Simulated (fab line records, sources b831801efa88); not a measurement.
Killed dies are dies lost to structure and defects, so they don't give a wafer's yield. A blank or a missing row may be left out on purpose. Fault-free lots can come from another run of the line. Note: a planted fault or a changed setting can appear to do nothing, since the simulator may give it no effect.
Which tool is to blame?	flow sky130	Sampling: 6 lots, 18 wafers, 4 of 708 route steps

== WHAT THE GAUGES READ, wafer by wafer ==
SKY_VT_ADJUST_HVTR_TW_MEAS_11.
lot	measured	on	VT_ADJUST_HVTR_TW
L941	day 10 02:31	film_metro-01	208.4 208.2 207.4
L945	day 11 02:19	film_metro-01	208.1 209.3 209.2
L948	day 11 19:17	film_metro-01	209.7 209.5 209.7
L950	day 12 18:56	film_metro-01	208.8 209.7 209.9
L952	day 13 06:07	film_metro-01	209.4 207.3 207.8
L959	day 15 07:29	film_metro-01	192.4 192.5 191.7

== WHAT TOOL EACH LOT RAN ON (gives the tool, then ch and the chambers of the sampled wafers, and finally the start) ==
lot	SKY_NWELL_STRIP_14	SKY_VT_ADJUST_HVTR_IMPLANT_09	SKY_VT_ADJUST_HVTR_STRIP_10
L941	plasma_asher-02 ch 0,1, day 5 05:11	implanter-01 ch 0, day 10 02:16	plasma_asher-02 ch 0,1, day 10 02:24
L945	plasma_asher-01 ch 0,1, day 5 23:42	implanter-03 ch 0, day 11 02:04	plasma_asher-01 ch 0,1, day 11 02:12
L948	plasma_asher-01 ch 0,1, day 6 14:25	implanter-04 ch 0, day 11 19:02	plasma_asher-01 ch 0,1, day 11 19:11
L950	plasma_asher-04 ch 0,1, day 7 08:09	implanter-03 ch 0, day 12 18:41	plasma_asher-02 ch 1, day 12 18:50
L952	plasma_asher-01 ch 0,1, day 7 17:33	implanter-01 ch 0, day 13 05:54	plasma_asher-01 ch 0,1, day 13 06:02
L959	plasma_asher-01 ch 0,1, day 9 08:01	implanter-01 ch 0, day 15 07:15	plasma_asher-01 ch 0,1, day 15 07:22
- SKY_NWELL_STRIP_14: strips in O2/N2.
- SKY_VT_ADJUST_HVTR_IMPLANT_09
- SKY_VT_ADJUST_HVTR_STRIP_10: strips in O2/N2.

== THE ANSWER, worked out from the rows above alone ==
Rule: the lots themselves supply what counts as usual. Put in order of their means at a reading, lots are off if they are a third of the lots or fewer, leave a main group of 4 or more, and stand apart from it by a gap of 3 or more times the standard deviation of the main group's means; of several such gaps the widest counts. A main group whose means are all the same, to the digits that the tables above print for the reading, isn't used. A lot without any number at a reading at which 4 lots or more have one is off too. Where the step has rows for the other lots, those lots are counted as sound.
Off: L959, seen at SKY_VT_ADJUST_HVTR_TW_MEAS_11 (VT_ADJUST_HVTR_TW). The main group has a mean of 208.8 with a standard deviation of 0.66.
A tool fits if, at a process step before that reading, it ran every lot that is off, and no sound lot after the first of them. Those tools and the gauges at SKY_VT_ADJUST_HVTR_TW_MEAS_11 are tried in the same way. Can't be told from this: 3 tools fit, plasma_asher-01 at SKY_NWELL_STRIP_14 and SKY_VT_ADJUST_HVTR_STRIP_10, implanter-01 at SKY_VT_ADJUST_HVTR_IMPLANT_09, film_metro-01 at SKY_VT_ADJUST_HVTR_TW_MEAS_11.

== WHAT THE SIMULATOR HAD PUT IN ==
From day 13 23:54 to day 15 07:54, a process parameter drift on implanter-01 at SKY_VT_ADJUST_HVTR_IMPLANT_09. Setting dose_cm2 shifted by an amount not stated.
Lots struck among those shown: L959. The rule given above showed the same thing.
